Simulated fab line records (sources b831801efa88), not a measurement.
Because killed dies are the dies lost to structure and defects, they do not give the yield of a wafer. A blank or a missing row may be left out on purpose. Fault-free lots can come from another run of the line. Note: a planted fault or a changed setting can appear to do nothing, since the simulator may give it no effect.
Which tool is to blame? + flow gf180mcu + 11 lots, 33 wafers sampled, at 2 steps of a route of 602

== WHAT THE GAUGES SHOWED, per wafer ==
GF_STI_THK_MEAS_30.
| lot  | measured    | on            | STI_OXIDATION_02_THK (nm) |
|------|-------------|---------------|---------------------------|
| L848 | day 2 07:34 | film-metro-04 | 9.89 9.74 9.86            |
| L849 | day 2 11:50 | film-metro-01 | 9.94 10.13 9.86           |
| L850 | day 2 17:08 | film-metro-02 | 10.06 10.32 10.22         |
| L851 | day 3 03:03 | film-metro-02 | 9.96 9.86 10.10           |
| L854 | day 3 16:47 | film-metro-02 | 14.80 14.64 14.80         |
| L855 | day 3 21:31 | film-metro-01 | 10.18 10.26 10.07         |
| L857 | day 4 04:19 | film-metro-02 | 14.91 15.01 14.86         |
| L868 | day 6 12:17 | film-metro-02 | 10.02 10.16 10.02         |
| L869 | day 6 18:19 | film-metro-02 | 10.21 10.07 10.11         |
| L870 | day 6 23:40 | film-metro-01 | 9.87 9.79 9.72            |
| L871 | day 7 04:14 | film-metro-04 | 10.27 10.29 10.29         |

== WHAT TOOL EACH LOT RAN ON (gives the tool, then ch and the chambers of the sampled wafers, and finally the start) ==
| lot  | GF_STI_OXIDATION_29          |
|------|------------------------------|
| L848 | furnace-02 ch 0, day 2 06:10 |
| L849 | furnace-01 ch 0, day 2 10:25 |
| L850 | furnace-02 ch 0, day 2 15:45 |
| L851 | furnace-01 ch 0, day 3 01:38 |
| L854 | furnace-01 ch 0, day 3 15:23 |
| L855 | furnace-02 ch 0, day 3 20:08 |
| L857 | furnace-01 ch 0, day 4 02:55 |
| L868 | furnace-01 ch 0, day 6 10:54 |
| L869 | furnace-02 ch 0, day 6 16:55 |
| L870 | furnace-01 ch 0, day 6 22:15 |
| L871 | furnace-02 ch 0, day 7 02:49 |
- GF_STI_OXIDATION_29: stabilise 600 s, purge 300 s, target thk 10 nm.

== AS READ BY THE TOOLS THEMSELVES (means over the sampled wafers that have a number; for cases with no such wafer, the mark the record gives instead) ==
GF_STI_OXIDATION_29.
| lot  | tool       | spike-tc-bottom-C (C) | spike-tc-centre-C (C) | spike-tc-lower-C (C) | spike-tc-top-C (C) | spike-tc-upper-C (C) | zone-power-top-pct (%) | zone-power-upper-pct (%) |
|------|------------|-----------------------|-----------------------|----------------------|--------------------|----------------------|------------------------|--------------------------|
| L848 | furnace-02 | 912                   | 899.5                 | 901.2                | 910.5              | 900.7                | 32.4                   | 16.6                     |
| L849 | furnace-01 | 924                   | 901.1                 | 898.3                | 907.6              | 900.4                | 34.2                   | 17.5                     |
| L850 | furnace-02 | 913                   | 899.7                 | 901.5                | 910.7              | 900.9                | 32.6                   | 16.7                     |
| L851 | furnace-01 | 925                   | 900.1                 | 898.8                | 906.6              | 900.6                | 34.3                   | 17.7                     |
| L854 | furnace-01 | 961                   | 938.9                 | 935.0                | 944.5              | 937.2                | 36.8                   | 19.6                     |
| L855 | furnace-02 | 910                   | 899.8                 | 901.5                | 910.4              | 899.8                | 32.6                   | 16.9                     |
| L857 | furnace-01 | 963                   | 937.5                 | 935.9                | 943.8              | 937.4                | 36.8                   | 19.4                     |
| L868 | furnace-01 | 923                   | 900.7                 | 898.5                | 907.6              | 900.7                | 34.4                   | 17.7                     |
| L869 | furnace-02 | 912                   | 899.1                 | 901.4                | 910.4              | 900.6                | 32.5                   | 17.0                     |
| L870 | furnace-01 | 925                   | 900.7                 | 898.7                | 907.3              | 901.7                | 34.3                   | 17.7                     |
| L871 | furnace-02 | 913                   | 900.0                 | 900.7                | 909.3              | 899.9                | 32.5                   | 16.8                     |

== THE ANSWER, worked out from the rows above alone ==
Rule: the lots themselves supply what counts as usual. Put in order of their means at a reading, lots are off if they are a third of the lots or fewer, leave a main group of 4 or more, and stand apart from it by a gap of 3 or more times the standard deviation of the main group's means; of several such gaps the widest counts. The tables above print the reading to a certain number of digits; a main group whose means all agree to those digits is not used. Also off: a lot with no number at a reading for which 4 or more lots have one. Any other lot the step has rows for is counted as sound. After the gauges, taken in route order, come the tools' own readings; for these a lot's mean is taken, as printed above. The first step at which some lot is off is used, and at that step the reading that is off furthest; a lot without a number counts as furthest.
Off: L854, L857, seen at GF_STI_THK_MEAS_30 (STI_OXIDATION_02_THK). The main group has a mean of 10.05 nm with a standard deviation of 0.16.
A tool fits if, at a process step before that reading, it ran every lot that is off, and no sound lot after the first of them. The gauges at GF_STI_THK_MEAS_30 aren't tried: what is off there is off at GF_STI_OXIDATION_29 too, on other tools, and a gauge's error can't cause that. None of those tried fits.

== WHAT THE SIMULATOR HAD INSERTED ==
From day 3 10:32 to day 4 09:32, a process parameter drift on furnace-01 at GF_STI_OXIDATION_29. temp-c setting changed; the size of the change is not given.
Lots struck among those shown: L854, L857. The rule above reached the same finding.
